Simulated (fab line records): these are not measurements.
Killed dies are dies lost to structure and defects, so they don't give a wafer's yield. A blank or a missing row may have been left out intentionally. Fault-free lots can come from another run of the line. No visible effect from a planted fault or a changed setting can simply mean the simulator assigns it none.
Struck lot and sound lot, side by side || flow sky130 || 15 out of 708 route steps
Sound: these wafers, L205.4, L205.5, L205.6. Struck: wafer L208.1 (left out: L208.3, L208.6 of the same lot, which were not struck); the cause appears at the end.
Order at every step that has rows: each side's tool, ch and its chambers, its first start. Under that, the readings that differ: sound wafers || struck wafers || difference of the means || sigmas: that difference in standard deviations of wafers without a fault.
alike: readings whose means differ by less than 2 such deviations, and words and numbers that are the same on both sides. not compared: withheld readings, readings that some wafer has no value for, bounds like >300 that may hide the same value, and numbers for which the record gives no deviation and whose values overlap.
The two part at a step that has a row with sigmas, a row that says differs or no value, or rows on one side only. Numbers that have no deviation but don't overlap get no sigmas and don't part them. A reading missing from all wafers of one side parts the sides only when that side holds two or more wafers.

first, 6 steps without rows for these wafers: SKY_VIA1_STRIP_16 (strips in O2/N2); SKY_VIA1_STRIP_17 (strips in post etch residue remover, time 1200 s); SKY_VIA1_CLEAN_18 (cleans in IPA, time 180 s); SKY_VIA1_CLEAN_19 (cleans in O3/DIW); SKY_VIA1_SPUTTER_20 (material TiN, target thk 20 nm, time 80 s); SKY_VIA1_CVD_21 (deposits W, target thk 270 nm, time 80.902 s).
SKY_VIA1_RS_MEAS_22: measures by four-point-probe.
  sound on film metro-02 at day 37 09:28; struck on film metro-01 at day 39 00:26
{"reading": "VIA1_W_RS (ohm/sq)", "sound": "0.422 0.417 0.429", "struck": 0.437, "difference": "+0.014", "sigmas": "+2"}
SKY_VIA1_THK_MEAS_23: measures by xrf.
  sound on film metro-02 at day 37 09:33; struck on film metro-01 at day 39 00:33
  alike: VIA1_W_THK
SKY_VIA1_CMP_24: polishes, stops on SiO2, t overpolish 15 s, target thk 0 nm.
  sound on cmp-01 ch 0,3, day 37 09:38; struck on cmp-02 ch 3, day 39 00:48
  alike: motor current A, overpolish run s, slurry filter dp kPa, time to endpoint s
SKY_METAL2_SPUTTER_00: material Ti, target thk 15 nm, time 10 s.
  sound on pvd sputter-03 at day 37 09:53; struck on pvd sputter-03 at day 39 01:03
  alike: chamber pressure pa, throttle valve pct
SKY_METAL2_SPUTTER_01: material TiN, target thk 20 nm, time 16.7 s.
  sound on pvd sputter-03 at day 37 09:54; struck on pvd sputter-03 at day 39 01:05
  alike: chamber pressure pa, throttle valve pct
SKY_METAL2_SPUTTER_02: material AlCu, target thk 250 nm, time 13.3 s.
  sound on pvd sputter-03 at day 37 09:56; struck on pvd sputter-03 at day 39 01:06
  alike: chamber pressure pa, throttle valve pct
SKY_METAL2_SPUTTER_03: material Ti, target thk 5 nm, time 3.3 s.
  sound on pvd sputter-03 at day 37 09:57; struck on pvd sputter-03 at day 39 01:08
{"reading": "chamber pressure pa (Pa)", "sound": "0.3991 0.4001 0.4012", "struck": 0.3487, "difference": -0.0514, "sigmas": -65}
  alike: throttle valve pct
SKY_METAL2_SPUTTER_04: material TiN, target thk 70 nm, time 58.3 s.
  sound on pvd sputter-03 at day 37 09:58; struck on pvd sputter-03 at day 39 01:09
  alike: chamber pressure pa, throttle valve pct
-- the record jumps here: 10 days lie between the struck wafers' starts before and after (it left off in module METAL2 and takes up again in module PAD_OPEN, whose first step shown is number 708 of the route) --
SKY_PAD_OPEN_PROBE_99:
  sound on prober-02 at day 48 06:34; struck on prober-02 at day 49 11:42
{"reading": "killed at contacts", "sound": "22 25 34", "struck": 11, "difference": -16, "sigmas": -3}
  alike: defect limited yield, killed_at_M0_to_M3, killed_at_M4_up, killed at front end, killed at other, killed dies, killed open, killed short, sort_bin_3_pad_short, sort_bin_5_function, sort_bin_6_memory, sort n pass, sort yield pct

== WHERE THEY PART ==
Last at SKY_PAD_OPEN_PROBE_99 as far as this record goes, first at SKY_VIA1_RS_MEAS_22.

WHY: the cause the simulator had injected
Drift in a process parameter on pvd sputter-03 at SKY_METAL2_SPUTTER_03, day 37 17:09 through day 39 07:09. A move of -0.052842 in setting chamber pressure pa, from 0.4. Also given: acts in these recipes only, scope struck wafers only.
